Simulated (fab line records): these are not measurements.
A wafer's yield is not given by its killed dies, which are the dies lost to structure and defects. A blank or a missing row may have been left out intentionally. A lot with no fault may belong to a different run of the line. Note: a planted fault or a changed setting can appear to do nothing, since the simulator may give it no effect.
2 desks, one fault -- flow sky130 -- only its own numbers are on each desk; what lay behind them is given at the end

## AT THE METROLOGY DESK
What the gauges read, lot by lot, whatever tool the lot ran on: means of the sampled wafers that have a number. If a lot's mean is further than 4 standard deviations from the usual mean, the lot is out of limits and carries the mark OUT (the distance appears in the brackets).
Columns: A = POLY_CUT_OVL at SKY_POLY_CUT_OVL_MEAS_09, usual -1 nm; B = SD_N_OVL at SKY_SD_N_OVL_MEAS_08, usual -0.1 nm; C = LOCAL_INTERCONNECT_OVL at SKY_LOCAL_INTERCONNECT_OVL_MEAS_12, usual -3 nm
lot,first seen here,A,B,C
L380,day 24 12:28,5,-0.9,-9
L382,day 25 00:40,-1,0.3,1
L383,day 25 09:22,-6,0.3,-4
L386,day 26 18:37,1,-0.8,-7
L389,day 27 15:34,-9,0.3,-10
L391,day 28 10:28,2,0.5,-7
L394,day 29 06:46,1,-0.2,-1
L396,day 30 00:02,4,-0.8,-11
L397,day 30 11:43,-5,3.1,-4
L399,day 30 19:37,1,1.4,-2
L401,day 31 09:10,4,-0.2,0
L402,day 31 16:26,-3,-1.3,-4
Result from this desk: across the 12 lots, nothing is out of limits.

## AT THE TOOL OWNER'S DESK: rieDiel-01
The tool's own readings at SKY_LI_CONTACT_ETCH_14 (etches BARC in N2/H2, stops on SiO2, time 45.9 s, target depth 60 nm): means of the sampled wafers that have a number, for each lot that ran on this tool. If a lot's mean is further than 4 standard deviations from the usual mean, the lot is out of limits and carries the mark OUT (the distance appears in the brackets).
Columns: A = drypumpMotorCurrentA at SKY_LI_CONTACT_ETCH_14, usual 5.7 A; B = oesProductAu at SKY_LI_CONTACT_ETCH_14, usual 0.854 a.u.; C = rfFwdPowerW at SKY_LI_CONTACT_ETCH_14, usual 494.3 W; D = throttleValvePct at SKY_LI_CONTACT_ETCH_14, usual 13.225 %
lot,first seen here,A,B,C,D
L382,day 29 19:55,5.8,0.852,492.6,13.224
L383,day 30 04:34,5.8,0.855,492.8,13.224
L386,day 31 13:14,5.8,0.859,492.1,13.220
L389,day 32 08:28,5.9,0.854,694.2 (+95) OUT,13.235
L391,day 33 04:28,5.8,0.850,693.5 (+95) OUT,13.227
L399,day 35 12:03,5.9,0.854,494.2,13.225
L401,day 35 23:27,5.9,0.852,497.7,13.229
L402,day 36 03:27,5.9,0.853,496.2,13.226
This desk's finding: out of limits on L389, L391; first on L389, day 32 08:28 (rfFwdPowerW at SKY_LI_CONTACT_ETCH_14). In limits: L382, L383, L386, L399, L401, L402.

## TAKEN TOGETHER
The tool owner's desk could have raised an alarm at day 32 08:28, on L389, L391.
Metrology desk: nothing out of limits seen.
The metrology desk has L389, L391 on record, within its limits.
Of the lots named, all ran SKY_LI_CONTACT_ETCH_14 on rieDiel-01.

## WHAT THE SIMULATOR HAD PUT IN
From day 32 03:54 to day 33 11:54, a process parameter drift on rieDiel-01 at SKY_LI_CONTACT_ETCH_14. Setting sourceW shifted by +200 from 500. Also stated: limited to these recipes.
Shown lots that were struck: L389, L391.
Time in hours from fault onset to the first out-of-limits reading at each desk: the tool owner's desk, 5.
